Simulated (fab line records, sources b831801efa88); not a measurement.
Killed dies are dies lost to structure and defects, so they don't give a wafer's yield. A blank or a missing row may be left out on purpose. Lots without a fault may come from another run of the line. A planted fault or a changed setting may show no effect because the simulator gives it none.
fab line records | flow sky130
record lots=6 wafers=18 last_day=50
route steps=708 shown CONTACT@410 PAD_OPEN@708
lots that met no fault: from a run of the same line without faults
start_h: hours from the record's first day to the start of the lot's first wafer shown | wait_h: hours since the lot's step before | " the same as in the row above | L1.1+2: a row that stands for several wafers | - no value, or no start given | * or withheld: withheld | < > ~ a bound
route shown NAME@n: a module of which the file shows steps, and the number in the route of the first | usual: mean/standard deviation of fault-free wafers | same: alike in all rows | chamber/n: place in a boat | sites: the reading at each site | _std_site: their standard deviation | _edge_site: outer sites' mean less inner sites' | radius_mm: how far each site lies from the wafer's centre | mask NAME#n: copy n | behind: the tool/chamber that last shaped the wafer | hold: why the lot was held/for how many hours/how that ended | device: the transistor (n, p or np) that didn't switch | end of line: the same wafers' tests at the end of the route | a step without rows: its recipe alone | killed: dies lost to structure and defects at the first sort, not the wafer's yield | map: a wafer's dies, x killed, . not, _ none there
set.NAME: the setting as run; set.NAME@STEP: as run at that earlier step | model.NAME: the simulator's own value behind a step, which no gauge read
lots at some steps of the route; a table a step, a row a wafer
services: from which hour (start_h, from the record's first day; less than 0 if before it) a tool's chamber was out of use, for how many hours, and why
## steps
# step SKY_CONTACT_CMP_04
# recipe material=SiO2 down_force_psi=4 platen_rpm=60 pad_velocity_m_s=0.94248
# usual edge_zone_pressure_frac=1.000/0.0048 head_pressure_psi=3.999/0.0081 motor_current_A=12.8/1.2 time_to_endpoint_s=82/4
# columns lot.wafer tool chamber start_h wait_h edge_zone_pressure_frac head_pressure_psi motor_current_A time_to_endpoint_s
L849.4 cmp-02 2 750.97 0.0 1.005 3.996 12.8 81
L849.1 " 1 " " 1.004 3.996 13.1 80
L849.6 " 2 " " 1.001 4.006 12.2 81
L851.4 cmp-02 3 762.82 0.0 0.994 4.003 13.6 76
L851.1 " 0 " " 1.000 3.994 15.1 82
L851.6 " 3 " " 1.003 3.994 13.1 81
L861.2 cmp-01 2 833.66 0.0 0.993 3.998 12.8 80
L861.4 " 0 " " 1.005 3.994 11.1 85
L861.6 " 2 " " 0.999 4.003 13.2 80
L860.3 cmp-02 1 838.22 0.0 1.007 4.007 12.4 82
L860.4 " 3 " " 1.010 4.002 13.7 79
L860.1 " 0 " " 0.993 3.999 14.3 87
L864.2 cmp-01 1 854.53 0.0 1.002 3.984 12.5 82
L864.3 " 3 " " 0.996 3.997 11.3 80
L864.4 " 0 " " 0.989 4.004 10.7 84
L866.2 cmp-01 2 867.27 0.2 1.001 3.999 13.0 81
L866.3 " 0 " " 0.995 3.991 10.7 93
L866.5 " 2 " " 1.007 3.998 12.4 82
# step SKY_CONTACT_BOW_MEAS_05
# recipe mode=bow
# usual CONTACT_BOW=81/6.7
# columns lot.wafer tool chamber start_h wait_h CONTACT_BOW[um]
L849.1 film_metro-02 - 751.27 0.1 80
L849.4 " - " " 74
L849.6 " - " " 80
L851.1 film_metro-01 - 763.12 0.2 72
L851.4 " - " " 88
L851.6 " - " " 81
L861.2 film_metro-01 - 833.98 0.3 83
L861.4 " - " " 72
L861.6 " - " " 78
L860.1 film_metro-03 - 838.52 0.1 83
L860.3 " - " " 85
L860.4 " - " " 87
L864.2 film_metro-02 - 854.85 0.3 86
L864.3 " - " " 75
L864.4 " - " " 78
L866.2 film_metro-02 - 867.56 0.2 87
L866.3 " - " " 74
L866.5 " - " " 81
# step SKY_CONTACT_DEHYDRATE_06
# recipe temp_c=200 time_s=60
# step SKY_CONTACT_HMDS_07
# recipe prime_time_s=60 prime_temp_c=120
# step SKY_CONTACT_COAT_08
# recipe resist=BARC temp_c=withheld time_s=withheld spin_rpm=3000 resist_thk_nm=60
# step SKY_CONTACT_COAT_09
# recipe resist=KrF-thick spin_rpm=3000 resist_thk_nm=450
# step SKY_CONTACT_SOFTBAKE_10
# recipe temp_c=100 time_s=90 resist=KrF-thick
# step SKY_CONTACT_EXPOSE_11
# recipe mask_id=CTM1 na=0.8 source_shape=annular sigma_inner=0.55 sigma_outer=0.85 target_cd_nm=170 dose_mj=38
# step SKY_CONTACT_PEB_12
# recipe peb_temp_c=withheld peb_time_s=withheld resist=KrF-thick
# step SKY_CONTACT_DEVELOP_13
# recipe develop_time_s=60 resist=KrF-thick dev_temp_c=21
# step SKY_CONTACT_CD_MEAS_14
# recipe target_cd_nm=170
# usual cd_nm=169.8/1.5
# columns lot.wafer tool chamber start_h wait_h cd_nm
L849.1 cd_sem-02 - 776.78 - 170.0
L849.4 " - " " 171.3
L849.6 " - " " 169.5
L851.1 cd_sem-02 - 789.64 - 168.1
L851.4 " - " " 168.6
L851.6 " - " " 168.7
L861.2 cd_sem-01 - 859.27 - 167.7
L861.4 " - " " 167.5
L861.6 " - " " 166.5
L860.1 cd_sem-01 - 864.85 - 168.3
L860.3 " - " " 167.7
L860.4 " - " " 168.8
L864.2 cd_sem-02 - 879.72 - 168.9
L864.3 " - " " 169.0
L864.4 " - " " 170.0
L866.2 cd_sem-01 - 894.10 - 168.9
L866.3 " - " " 168.8
L866.5 " - " " 168.9
# step SKY_CONTACT_OVL_MEAS_15
# usual CONTACT_OVL=-2/4.9
# columns lot.wafer tool chamber start_h wait_h CONTACT_OVL[nm]
L849.1 overlay-01 - 776.90 0.1 0
L849.4 " - " " -1
L849.6 " - " " -7
L851.1 overlay-02 - 789.76 0.1 1
L851.4 " - " " 0
L851.6 " - " " -2
L861.2 overlay-02 - 859.37 0.1 6
L861.4 " - " " -3
L861.6 " - " " 5
L860.1 overlay-02 - 864.97 0.1 -4
L860.3 " - " " 2
L860.4 " - " " 0
L864.2 overlay-01 - 879.82 0.1 0
L864.3 " - " " 0
L864.4 " - " " -2
L866.2 overlay-01 - 894.20 0.1 0
L866.3 " - " " -2
L866.5 " - " " -4
# step SKY_CONTACT_ETCH_16
# recipe chemistry=N2/H2 target=BARC ion_energy_ev=200 source_w=500 bias_w=100 pressure_mtorr=30 n2_flow_sccm=100 h2_flow_sccm=200 stop_on=SiO2 time_s=45.9 target_depth_a=600
# usual drypump_motor_current_A=5.6/0.49 oes_product_au=0.854/0.0047 throttle_valve_pct=13.223/0.0077
# columns lot.wafer tool chamber start_h wait_h drypump_motor_current_A oes_product_au rf_hours_counter_h throttle_valve_pct model.KrF-thick_of_CONTACT_COAT_09.thk_nm model.CONTACT.cd_nm
L849.1 rie_diel-01 0 776.93 0.0 5.5 0.849 10 13.215 395.3 170.5
L849.4 " 1 " " 5.7 0.856 5 13.216 393.5 173.3
L849.6 " 2 " " 5.2 0.857 - 13.207 392.8 170.4
L851.1 rie_diel-04 3 789.80 0.0 6.3 0.849 12 13.228 393.7 168.4
L851.4 " 2 " " 5.7 0.858 - 13.225 393 167.4
L851.6 " 3 " " 6.3 0.861 - 13.213 394.1 168.8
L861.2 rie_diel-01 3 859.40 0.0 5.8 0.851 1 13.225 367.7 173
L861.4 " 1 " " 5.7 0.857 7 13.222 366.4 174.7
L861.6 " 2 " " 5.2 0.859 - 13.221 364.6 172.5
L860.1 rie_diel-01 1 865.00 0.0 5.6 0.843 7 13.203 363.5 175.3
L860.3 " 0 " " 5.5 0.855 13 13.224 367.5 172.9
L860.4 " 3 " " 5.8 0.860 1 13.217 365 174.1
L864.2 rie_diel-03 3 879.85 0.0 5.5 0.848 18 13.214 394.9 169.4
L864.3 " 1 " " 6.0 0.858 14 13.239 395.6 168.7
L864.4 " 3 " " 5.6 0.858 - 13.215 396 170.6
L866.2 rie_diel-04 1 894.23 0.0 4.8 0.860 2 13.216 391.9 169.5
L866.3 " 3 " " 6.3 0.841 - 13.219 391.3 168.9
L866.5 " 3 " " 6.3 0.856 - 13.211 391.3 168.9
# step SKY_CONTACT_ETCH_17
# recipe target=SiO2 chemistry=C4F8/O2/Ar stop_on=Si3N4 mask_material=KrF-thick source_w=1500 bias_w=1200 pressure_mtorr=40 c4f8_flow_sccm=withheld O2_flow_sccm=6 Ar_flow_sccm=300 time_s=withheld target_depth_a=3400
# usual oes_product_au=0.892/0.0047
# columns lot.wafer tool chamber start_h wait_h oes_product_au
L849.1 rie_diel-01 0 776.98 0.0 0.898
L849.4 " 1 " " 0.893
L849.6 " 2 " " 0.896
L851.1 rie_diel-04 3 789.84 0.0 0.891
L851.4 " 2 " " 0.892
L851.6 " 3 " " 0.885
L861.2 rie_diel-01 3 859.45 0.0 0.885
L861.4 " 1 " " 0.894
L861.6 " 2 " " 0.890
L860.1 rie_diel-01 1 865.05 0.0 0.893
L860.3 " 0 " " 0.886
L860.4 " 3 " " 0.888
L864.2 rie_diel-03 3 879.90 0.0 0.897
L864.3 " 1 " " 0.893
L864.4 " 3 " " 0.896
L866.2 rie_diel-04 1 894.30 0.0 0.896
L866.3 " 3 " " 0.889
L866.5 " 3 " " 0.890
# step SKY_CONTACT_ETCH_18
# recipe target=Si3N4 chemistry=CHF3/O2 stop_on=TiN source_w=600 bias_w=200 pressure_mtorr=40 chf3_flow_sccm=50 O2_flow_sccm=5 time_s=39 target_depth_a=750
# usual drypump_motor_current_A=5.6/0.49 oes_product_au=0.852/0.0086 throttle_valve_pct=8.792/0.009
# columns lot.wafer tool chamber start_h wait_h drypump_motor_current_A oes_product_au rf_hours_counter_h throttle_valve_pct model.KrF-thick_of_CONTACT_COAT_09.thk_nm model.CONTACT.cd_nm
L849.1 rie_diel-01 0 - - 5.5 0.853 10 8.780 251.1 170.7
L849.4 " 1 " " 5.7 0.855 5 8.788 247 173.3
L849.6 " 2 " " 5.2 0.844 - 8.798 243 170.1
L851.1 rie_diel-04 3 - - 6.3 0.858 12 8.803 240.7 169.1
L851.4 " 2 " " 5.7 0.854 - 8.793 238.7 167.8
L851.6 " 3 " " 6.3 0.857 - 8.786 241.6 169.6
L861.2 rie_diel-01 3 - - 5.8 0.855 1 8.789 223.1 172.5
L861.4 " 1 " " 5.7 0.864 7 8.810 219.5 175
L861.6 " 2 " " 5.2 0.856 - 8.798 212.8 172.1
L860.1 rie_diel-01 1 - - 5.6 0.833 7 8.775 216.3 175.2
L860.3 " 0 " " 5.5 0.847 13 8.802 221 172.9
L860.4 " 3 " " 5.8 0.840 2 8.799 220.1 173.6
L864.2 rie_diel-03 3 - - 5.5 0.840 18 8.793 244.5 169.7
L864.3 " 1 " " 6.0 0.838 14 8.776 242.4 168.8
L864.4 " 3 " " 5.5 0.853 - 8.789 245.3 170.9
L866.2 rie_diel-04 1 - - 4.8 0.834 2 8.779 241 169.8
L866.3 " 3 " " 6.3 0.848 - 8.805 238.8 169.8
L866.5 " 3 " " 6.3 0.847 - 8.786 237.6 169.7
# step SKY_CONTACT_STRIP_19
# recipe chemistry=O2/N2 power_w=1400 pressure_mtorr=1500 platen_temp_c=withheld o2_flow_sccm=3000 n2_flow_sccm=300 overash_fraction=0.5
# usual drypump_motor_current_A=5.6/0.36 oes_product_au=0.381/0.0054 strip_time_to_endpoint_s=3.62/0.039
# columns lot.wafer tool chamber start_h wait_h drypump_motor_current_A oes_product_au rf_hours_counter_h strip_time_to_endpoint_s
L849.1 plasma_asher-02 1 777.07 - 5.5 0.387 4 3.71
L849.4 " 0 " " 5.8 0.387 - 3.66
L849.6 " 0 " " 5.8 0.376 - 3.63
L851.1 plasma_asher-01 0 789.93 - 5.9 0.386 35 3.60
L851.4 " 1 " " 6.0 0.384 - 3.57
L851.6 " 1 " " 6.0 0.388 - 3.61
L861.2 plasma_asher-02 0 859.54 - 5.8 0.371 13 3.40
L861.4 " 0 " " 5.8 0.381 - 3.36
L861.6 " 0 " " 5.8 0.362 - 3.30
L860.1 plasma_asher-02 1 865.14 - 5.6 0.362 13 3.31
L860.3 " 1 " " 5.5 0.367 - 3.38
L860.4 " 0 " " 5.7 0.375 - 3.38
L864.2 plasma_asher-02 1 879.99 - 5.6 0.385 14 3.63
L864.3 " 0 " " 5.8 0.383 - 3.61
L864.4 " 1 " " 5.5 0.378 - 3.65
L866.2 plasma_asher-01 1 894.43 - 5.9 0.375 46 3.60
L866.3 " 1 " " 6.0 0.380 - 3.57
L866.5 " 0 " " 5.9 0.376 - 3.57
# step SKY_CONTACT_STRIP_20
# recipe chemistry=post_etch_residue_remover time_s=1200 temp_c=72.5
# step SKY_PAD_OPEN_PROBE_99
# usual killed_at_M0_to_M3=43/7.3 killed_at_M4_up=3.6/1.9 killed_at_contacts=23/5.3 killed_at_front_end=15/4.5 killed_at_other=0.3/0.72 killed_dies=85/9.4 killed_open=46/6.7 killed_short=38/6.8
# same gross_dies=492 killed_at_back_side=0
# columns lot.wafer tool chamber start_h wait_h killed_at_M0_to_M3 killed_at_M4_up killed_at_contacts killed_at_front_end killed_at_other killed_dies killed_open killed_short model.etest.mcon_chain.rc_ohm
L849.1 prober-01 - 1109.87 0.1 60 2 24 13 1 100 56 44 17.44
L849.4 prober-01 - 1110.02 0.2 36 3 23 13 0 75 36 39 17.01
L849.6 prober-01 - 1110.12 0.2 41 1 26 20 0 88 49 39 16.79
L851.1 prober-02 - 1120.52 0.1 48 2 28 17 1 96 47 49 17.07
L851.4 prober-02 - 1120.67 0.2 34 2 17 10 0 63 42 21 17.64
L851.6 prober-02 - 1120.77 0.2 45 1 31 15 0 92 57 35 16.63
L861.2 prober-01 - 1169.52 0.1 41 7 20 14 0 82 39 42 16.87
L861.4 prober-01 - 1169.62 0.2 52 3 14 20 0 89 42 46 15.89
L861.6 prober-01 - 1169.72 0.2 41 4 20 18 0 83 46 37 16.25
L860.1 prober-02 - 1170.81 0.1 49 2 17 15 0 83 50 33 16.36
L860.3 prober-02 - 1170.91 0.2 37 0 20 16 0 73 33 40 16.55
L860.4 prober-02 - 1170.96 0.2 36 2 23 17 0 78 40 38 15.97
L864.2 prober-01 - 1182.82 0.1 44 4 25 14 0 87 45 42 16.96
L864.3 prober-01 - 1182.87 0.2 46 5 27 8 0 86 47 39 16.99
L864.4 prober-01 - 1182.92 0.2 33 5 15 15 0 68 39 29 16.25
L866.2 prober-02 - 1190.56 0.1 47 7 15 19 0 88 44 44 16.61
L866.3 prober-02 - 1190.61 0.2 45 4 26 16 0 91 48 43 17.33
L866.5 prober-02 - 1190.71 0.2 38 2 20 17 0 77 52 25 17.54
# killed by level:class
L849.1 VIA1:geometric_particle:open=16 VIA1:geometric_particle:short=11 CONTACT:geometric_particle:open=9 VIA2:geometric_particle:open=8 METAL1:geometric_particle:short=7 LI_CONTACT:geometric_particle:open=6 VIA3:geometric_particle:open=6 LOCAL_INTERCONNECT:geometric_particle:short=5
L849.4 VIA1:geometric_particle:open=8 CONTACT:geometric_particle:short=7 CONTACT:geometric_particle:open=7 METAL2:geometric_particle:short=6 VIA2:geometric_particle:open=5 FIELD_ISO:geometric_particle:short=4 LI_CONTACT:geometric_particle:open=4 LOCAL_INTERCONNECT:geometric_particle:short=4
L849.6 CONTACT:geometric_particle:open=9 VIA3:geometric_particle:open=8 LI_CONTACT:geometric_particle:open=6 POLY_GATE:geometric_particle:open=6 LOCAL_INTERCONNECT:geometric_particle:short=6 METAL1:geometric_particle:short=6 VIA2:geometric_particle:open=6 FIELD_ISO:geometric_particle:open=5
L851.1 METAL2:geometric_particle:short=10 VIA2:geometric_particle:open=9 CONTACT:geometric_particle:open=9 VIA1:geometric_particle:open=8 POLY_GATE:geometric_particle:open=5 LI_CONTACT:geometric_particle:short=5 LI_CONTACT:geometric_particle:open=5 LOCAL_INTERCONNECT:geometric_particle:short=5
L851.4 CONTACT:geometric_particle:open=9 VIA1:geometric_particle:open=7 VIA2:geometric_particle:open=7 VIA3:geometric_particle:open=6 FIELD_ISO:geometric_particle:short=5 LI_CONTACT:geometric_particle:open=4 METAL1:geometric_particle:short=3 METAL2:geometric_particle:short=3
L851.6 VIA1:geometric_particle:open=12 CONTACT:geometric_particle:open=9 VIA3:geometric_particle:open=9 CONTACT:geometric_particle:short=7 LI_CONTACT:geometric_particle:open=7 LOCAL_INTERCONNECT:geometric_particle:short=5 METAL2:geometric_particle:short=5 FIELD_ISO:geometric_particle:short=4
L861.2 VIA1:geometric_particle:open=10 METAL1:geometric_particle:short=7 POLY_GATE:geometric_particle:short=6 LOCAL_INTERCONNECT:geometric_particle:short=6 LI_CONTACT:geometric_particle:open=5 CONTACT:geometric_particle:open=5 VIA3:geometric_particle:open=5 VIA2:geometric_particle:open=4
L861.4 VIA2:geometric_particle:open=9 VIA1:geometric_particle:short=7 VIA2:geometric_particle:short=7 CONTACT:geometric_particle:open=6 VIA1:geometric_particle:open=6 SPACER:geometric_particle:short=5 LI_CONTACT:geometric_particle:open=5 VIA3:geometric_particle:open=5
L861.6 VIA2:geometric_particle:open=9 CONTACT:geometric_particle:open=8 METAL2:geometric_particle:short=7 LI_CONTACT:geometric_particle:open=6 POLY_GATE:geometric_particle:open=5 VIA1:geometric_particle:short=5 VIA1:geometric_particle:open=5 VIA3:geometric_particle:open=5
L860.1 VIA1:geometric_particle:open=14 VIA3:geometric_particle:open=8 VIA2:geometric_particle:open=7 LI_CONTACT:geometric_particle:open=6 FIELD_ISO:geometric_particle:open=5 METAL1:geometric_particle:short=5 VIA1:geometric_particle:short=5 METAL2:geometric_particle:short=4
L860.3 POLY_GATE:geometric_particle:short=8 VIA1:geometric_particle:open=6 VIA1:geometric_particle:short=5 VIA2:geometric_particle:open=5 CONTACT:geometric_particle:short=5 CONTACT:geometric_particle:open=5 METAL2:geometric_particle:short=5 LOCAL_INTERCONNECT:geometric_particle:short=4
L860.4 CONTACT:geometric_particle:open=10 VIA3:geometric_particle:open=8 POLY_GATE:geometric_particle:short=6 VIA1:geometric_particle:open=6 CONTACT:geometric_particle:short=5 LI_CONTACT:geometric_particle:open=4 METAL2:geometric_particle:short=4 VIA2:geometric_particle:short=4
L864.2 VIA2:geometric_particle:open=9 METAL1:geometric_particle:short=9 VIA1:geometric_particle:open=8 CONTACT:geometric_particle:open=7 POLY_GATE:geometric_particle:open=6 LOCAL_INTERCONNECT:geometric_particle:short=6 VIA3:geometric_particle:open=6 LI_CONTACT:geometric_particle:short=5
L864.3 VIA1:geometric_particle:open=16 LI_CONTACT:geometric_particle:open=9 CONTACT:geometric_particle:open=6 METAL2:geometric_particle:short=6 CONTACT:geometric_particle:short=5 METAL4:geometric_particle:short=4 METAL1:geometric_particle:short=4 VIA1:geometric_particle:short=4
L864.4 VIA1:geometric_particle:open=11 LI_CONTACT:geometric_particle:open=8 POLY_GATE:geometric_particle:open=5 VIA2:geometric_particle:open=5 METAL4:geometric_particle:short=5 FIELD_ISO:geometric_particle:short=4 POLY_GATE:geometric_particle:short=4 METAL2:geometric_particle:short=4
L866.2 VIA1:geometric_particle:open=8 FIELD_ISO:geometric_particle:short=7 LI_CONTACT:geometric_particle:open=6 METAL1:geometric_particle:short=6 VIA3:geometric_particle:short=5 POLY_GATE:geometric_particle:open=5 METAL2:geometric_particle:short=5 VIA2:geometric_particle:open=5
L866.3 CONTACT:geometric_particle:open=10 VIA1:geometric_particle:open=10 VIA3:geometric_particle:open=7 LI_CONTACT:geometric_particle:open=6 LOCAL_INTERCONNECT:geometric_particle:short=6 VIA1:geometric_particle:short=6 VIA2:geometric_particle:open=6 FIELD_ISO:geometric_particle:open=5
L866.5 VIA1:geometric_particle:open=12 FIELD_ISO:geometric_particle:open=8 LI_CONTACT:geometric_particle:open=7 CONTACT:geometric_particle:open=7 VIA2:geometric_particle:open=6 FIELD_ISO:geometric_particle:short=4 METAL1:geometric_particle:short=3 CONTACT:geometric_particle:short=3
## services
# columns tool chamber start_h hours kind
rie_diel-01 - 729.06 0.5 repair
plasma_asher-02 - 733.75 9.0 pm
cmp-01 - 736.25 9.0 repair
cmp-02 - 737.28 1.4 repair
rie_diel-03 3 738.73 1.4 repair
rie_diel-03 0 741.85 9.8 repair
rie_diel-04 1 743.58 35.4 repair
rie_diel-04 - 743.75 0.3 repair
cmp-01 - 745.20 4.0 pm
rie_diel-04 - 768.31 0.5 repair
cmp-02 - 784.96 0.7 repair
rie_diel-04 2 798.92 8.9 repair
rie_diel-01 1 807.91 1.2 repair
cmp-01 - 823.52 1.5 repair
cmp-01 - 827.18 5.9 pm
cmp-02 - 830.92 0.2 repair
cmp-02 - 840.00 6.9 pm
rie_diel-04 1 843.26 50.2 repair
cmp-02 - 858.30 3.0 pm
cmp-01 - 861.34 4.4 pm
rie_diel-03 0 863.99 7.5 repair
rie_diel-04 0 877.94 16.6 repair
rie_diel-03 2 878.40 2.6 repair
rie_diel-04 2 890.18 4.5 repair
## key
first_sign step=SKY_CONTACT_STRIP_19 reading=strip_time_to_endpoint_s direction=down sigmas=7 usual=* struck=*
effect none on later readings
model_effect step=SKY_CONTACT_ETCH_16 value=KrF-thick_of_CONTACT_COAT_09.thk_nm without=393.8 struck=365.8
model_effect step=SKY_CONTACT_ETCH_18 value=KrF-thick_of_CONTACT_COAT_09.thk_nm without=246.8 struck=218.8
model_effect step=SKY_PAD_OPEN_PROBE_99 value=etest.mcon_chain.rc_ohm without=16.98 struck=16.32
met_at SKY_CONTACT_ETCH_16
struck_wafers L860.1,L860.3,L860.4,L861.2,L861.4,L861.6
tester_left_out L860,L861
onset_between 776.93 859.40
also_fits SKY_CONTACT_ETCH_17:rie_diel-01,SKY_CONTACT_ETCH_18:rie_diel-01
fault kind=process_parameter_drift tool=rie_diel-01 chamber=- onset_h=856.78 steps=SKY_CONTACT_ETCH_16 channel=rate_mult offset=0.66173 shape=step end_h=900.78
# tester_left_out: of these lots the tester's yield and bins aren't shown, on N5 and GAA mostly nor the transistor test; their killed dies are dies lost to structure and defects alone, not to doping, threshold or leakage, so they don't give the yield
